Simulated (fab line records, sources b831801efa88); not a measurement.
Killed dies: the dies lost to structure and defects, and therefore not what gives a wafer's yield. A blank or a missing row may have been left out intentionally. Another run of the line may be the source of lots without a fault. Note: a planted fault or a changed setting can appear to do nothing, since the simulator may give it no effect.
Comparing a struck lot with a sound one	flow gf180mcu	16 out of 602 route steps
Sound: the wafers L636.1, L636.2, L636.3. Struck: wafer L643.2; the same lot's L643.1 was not struck, so it is left out; see the end for the cause.
Order at every step that has rows: each side's tool, ch and its chambers, its first start. Under that, the readings that differ: sound wafers	struck wafers	difference of the means	sigmas: that difference in standard deviations of wafers without a fault.
alike: readings whose means differ by less than 2 such deviations, and words and numbers that are the same on both sides. not compared: withheld readings, readings that some wafer has no value for, bounds like >300 that may hide the same value, and numbers for which the record gives no deviation and whose values overlap.
The two part at a step that has a row with sigmas, a row that says differs or no value, or rows on one side only. Non-overlapping numbers with no deviation appear without sigmas and do not part them. A reading missing from all wafers of one side parts the sides only when that side holds two or more wafers.

GF_MIM_STRIP_20: strips in O2/N2.
  sound on plasma asher-02 ch 0,1, day 28 16:17; struck on plasma asher-02 ch 0, day 30 21:35
  alike: drypump motor current A, heater power w, oes product au, strip time to endpoint s
  not compared: rf hours counter h
then, 9 steps without rows for these wafers: GF_MIM_STRIP_21 (strips in post etch residue remover, time 1200 s); GF_MIM_CLEAN_22 (cleans in DIW); GF_M5_DEHYDRATE_00 (time 60 s); GF_M5_HMDS_01 (prime time 60 s); GF_M5_COAT_02 (resist thk 1000 nm); GF_M5_SOFTBAKE_03 (time 60 s); GF_M5_EXPOSE_04 (exposes mask Metal5, target cd 280 nm); GF_M5_PEB_05 (peb time 90 s); GF_M5_DEVELOP_06 (develop time 60 s).
GF_M5_CD_MEAS_07 targets a cd of 280 nm.
  struck on cd sem-02, day 31 15:03; sound on cd sem-02, day 29 11:36
  alike: cd nm
GF_M5_OVL_MEAS_08:
  struck on overlay-02, day 31 15:10; sound on overlay-01, day 29 11:43
  alike: M5_OVL
GF_M5_ETCH_09: etches Si3N4 in CF4/O2, target depth 52 nm, time 11.6 s.
  sound on rie diel-04 ch 0,1,2, day 29 11:45; struck on rie diel-04 ch 0, day 31 15:13
reading	sound	struck	difference	sigmas
oes product au (a.u.)	1.000 1.000 0.997	0.808	-0.191	-22
throttle valve pct (%)	5.961 5.975 5.964	5.902	-0.065	-7
model.etch.depth nm (nm)	52.22 52.17 51.88	35.78	-16.31	
model.KrF_of_M5_COAT_02.thk nm (nm)	954.8 950.1 951.2	964.4	+12.4	
  alike: O2_flow_sccm, cf4 flow sccm, drypump motor current A
  not compared: rf hours counter h
GF_M5_METAL_ETCH_10: etches the open film in Cl2/BCl3, stops on SiO2, target depth 750.8 nm, time 125.1 s.
  sound on rie metal-01 ch 0,1, day 29 11:47; struck on rie metal-03 ch 0, day 31 15:14
reading	sound	struck	difference	sigmas
model.KrF_of_M5_COAT_02.thk nm (nm)	657.8 654.2 655.2	660.6	+4.9	
  alike: bcl3 flow sccm, drypump motor current A, oes product au, throttle valve pct
  not compared: rf hours counter h
GF_M5_STRIP_11: strips in O2/N2.
  sound on plasma asher-01 ch 0,1, day 29 11:55; struck on plasma asher-03 ch 0, day 31 15:29
reading	sound	struck	difference	sigmas
drypump motor current A (A)	5.5 5.7 5.7	4.8	-0.8	-2
  alike: heater power w, oes product au, strip time to endpoint s
  not compared: rf hours counter h
next, for these wafers, 1 step has no rows: GF_PASSIVATION_PROBE_99.

WHERE THEY PART
At GF_M5_ETCH_09 first; at GF_M5_STRIP_11 last (within this record only).

WHY: what had been put in by the simulator
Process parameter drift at GF_M5_ETCH_09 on rie diel-04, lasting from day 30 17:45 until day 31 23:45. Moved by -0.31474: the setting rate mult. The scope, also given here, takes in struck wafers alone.
